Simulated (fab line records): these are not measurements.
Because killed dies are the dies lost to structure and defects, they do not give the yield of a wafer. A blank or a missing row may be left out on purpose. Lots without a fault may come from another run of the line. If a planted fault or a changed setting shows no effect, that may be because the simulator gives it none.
Comparing a struck lot with a sound one    flow sky130    31 out of 708 route steps
Sound: wafers L530.1, L530.2, L530.3. Struck: wafers L524.1, L524.2, L524.4. At the end, the cause is stated.
Order at every step that has rows: each side's tool, ch and its chambers, its first start. Under that, the readings that differ: sound wafers    struck wafers    difference of the means    sigmas: that difference in standard deviations of wafers without a fault.
alike: same words and numbers on both sides, and readings whose means sit less than 2 such deviations apart. not compared: any withheld reading, any reading some wafer has no value for, any bound like >300 that may hide the same value, and any number with overlapping values for which the record gives no deviation.
Wherever a step has rows on one side only, a row that says differs or no value, or a row with sigmas, the two part there. Numbers that don't overlap but have no deviation are shown without sigmas and don't part them. A reading missing from all wafers of one side parts the sides only when that side holds two or more wafers.

first, 6 steps without rows for these wafers: SKY_SONOS_TUNNEL_HMDS_01 (prime time 60 s); SKY_SONOS_TUNNEL_COAT_02 (resist thk 1140 nm); SKY_SONOS_TUNNEL_SOFTBAKE_03 (time 60 s); SKY_SONOS_TUNNEL_EXPOSE_04 (exposes mask TUNM, target cd 410 nm); SKY_SONOS_TUNNEL_PEB_05; SKY_SONOS_TUNNEL_DEVELOP_06 (develop time 60 s).
SKY_SONOS_TUNNEL_CD_MEAS_07: target cd 410 nm.
  sound on cd-sem-02 at day 17 12:06; struck on cd-sem-02 at day 15 06:48
  alike: cd-nm
SKY_SONOS_TUNNEL_OVL_MEAS_08:
  sound on overlay-02 at day 17 12:13; struck on overlay-01 at day 15 06:55
  alike: SONOS_TUNNEL_OVL
then, 3 steps without rows for these wafers: SKY_SONOS_TUNNEL_IMPLANT_09; SKY_SONOS_TUNNEL_WET_ETCH_10 (etches SiO2 in dHF, target depth 14 nm, time 280 s); SKY_SONOS_TUNNEL_STRIP_11 (strips in SPM, time 600 s).
SKY_SONOS_TUNNEL_TW_MEAS_12:
  sound on film-metro-03 at day 17 12:41; struck on film-metro-02 at day 15 07:25
  alike: SONOS_TUNNEL_TW
SKY_SONOS_TUNNEL_CLEAN_13: cleans in dHF, time 20 s.
  sound on wet-bench-04 ch 2, day 17 12:44; struck on wet-bench-04 ch 1, day 15 07:29
reading                                       sound              struck             difference                     sigmas
time-s (s)                                    20 20 20           - - -              no value on the struck wafers  
model.SiO2_of_NWELL_OXIDATION_01.thk-nm (nm)  8.827 8.796 8.902  10.13 10.25 10.15  +1.34                          
then, 1 step without rows for these wafers: SKY_SONOS_ONO_OXIDATION_00 (stabilise 600 s, purge 300 s, target thk 2.6 nm).
SKY_SONOS_ONO_THK_MEAS_01:
  sound on film-metro-02 at day 17 15:14; struck on film-metro-04 at day 15 09:34
  alike: SONOS_ONO_OXIDATION_THK
then, 1 step without rows for these wafers: SKY_SONOS_ONO_CVD_02 (deposits Si3N4 from DCS/NH3, target thk 10.5 nm, time 180 s).
SKY_SONOS_ONO_THK_MEAS_03:
  sound on film-metro-04 at day 17 16:58; struck on film-metro-03 at day 15 13:58
  alike: SONOS_ONO_CVD_02_THK
then, 1 step without rows for these wafers: SKY_SONOS_ONO_CVD_04 (deposits SiO2 from SiH4/N2O, target thk 5.7199 nm).
SKY_SONOS_ONO_THK_MEAS_05:
  sound on film-metro-02 at day 17 18:16; struck on film-metro-02 at day 15 15:17
  alike: SONOS_ONO_CVD_04_THK
then, 7 steps without rows for these wafers: SKY_SONOS_ONO_DEHYDRATE_06 (time 60 s); SKY_SONOS_ONO_HMDS_07 (prime time 60 s); SKY_SONOS_ONO_COAT_08 (resist thk 1140 nm); SKY_SONOS_ONO_SOFTBAKE_09 (time 60 s); SKY_SONOS_ONO_EXPOSE_10 (exposes mask ONOM, target cd 410 nm); SKY_SONOS_ONO_PEB_11; SKY_SONOS_ONO_DEVELOP_12 (develop time 60 s).
SKY_SONOS_ONO_CD_MEAS_13: target cd 410 nm.
  sound on cd-sem-01 at day 19 00:27; struck on cd-sem-02 at day 16 19:03
  alike: cd-nm
SKY_SONOS_ONO_OVL_MEAS_14:
  sound on overlay-01 at day 19 00:34; struck on overlay-01 at day 16 19:10
reading             sound          struck       difference  sigmas
SONOS_ONO_OVL (nm)  -2.2 -2.0 0.8  2.1 1.8 1.9  +3.1        +2
SKY_SONOS_ONO_ETCH_15: etches the open film in CHF3/O2, target depth 19.52 nm, time 7.8 s.
  sound on rie-diel-01 ch 1,2,3, day 19 00:37; struck on rie-diel-02 ch 0,1,2, day 16 19:13
reading                                       sound              struck             difference  sigmas
model.SiO2_of_NWELL_OXIDATION_01.thk-nm (nm)  5.532 5.514 5.514  6.917 6.966 6.898  +1.407      
  alike: drypump-motor-current-A, oes-product-au, throttle-valve-pct
  not compared: rf-hours-counter-h
then, 1 step without rows for these wafers: SKY_SONOS_ONO_WET_ETCH_16 (etches SiO2 in dHF, target depth 14 nm, time 280 s).
-- record jumps: 32 days separate the struck wafers' starts on either side; left off in module SONOS_ONO, taken up again in module PAD_OPEN, whose first shown step is the route's number 708 --
SKY_PAD_OPEN_PROBE_99:
  sound on prober-02 at day 50 04:10; struck on prober-01 at day 48 11:13
reading                                sound                    struck                 difference  sigmas
model.etest.cap-ono.gate-bv-v (V)      16.41 16.19 16.01        13.26 13 12.86         -3.16       
model.etest.cap-ono.gate-log10-a-cm2   -8.045 -8.094 -8.04      -6.22 -6.065 -6.128    +1.92       
model.etest.sonos-baked.vt-less-v (V)  -0.5351 -0.4819 -0.4812  -0.747 -0.739 -0.6912  -0.226      
model.etest.sonos-baked.vt-v (V)       0.8931 0.9102 0.9238     0.7356 0.7762 0.7623   -0.1510     
  alike: killed_at_M0_to_M3, killed_at_M4_up, killed-at-contacts, killed-at-front-end, killed-at-other, killed-dies, killed-open, killed-short

== WHERE THEY PART ==
Last at SKY_SONOS_ONO_OVL_MEAS_14 as far as this record goes, first at SKY_SONOS_TUNNEL_CLEAN_13. Later steps at which nothing parts them and some readings are alike: SKY_SONOS_ONO_ETCH_15, SKY_PAD_OPEN_PROBE_99.

WHY: what the simulator had put in
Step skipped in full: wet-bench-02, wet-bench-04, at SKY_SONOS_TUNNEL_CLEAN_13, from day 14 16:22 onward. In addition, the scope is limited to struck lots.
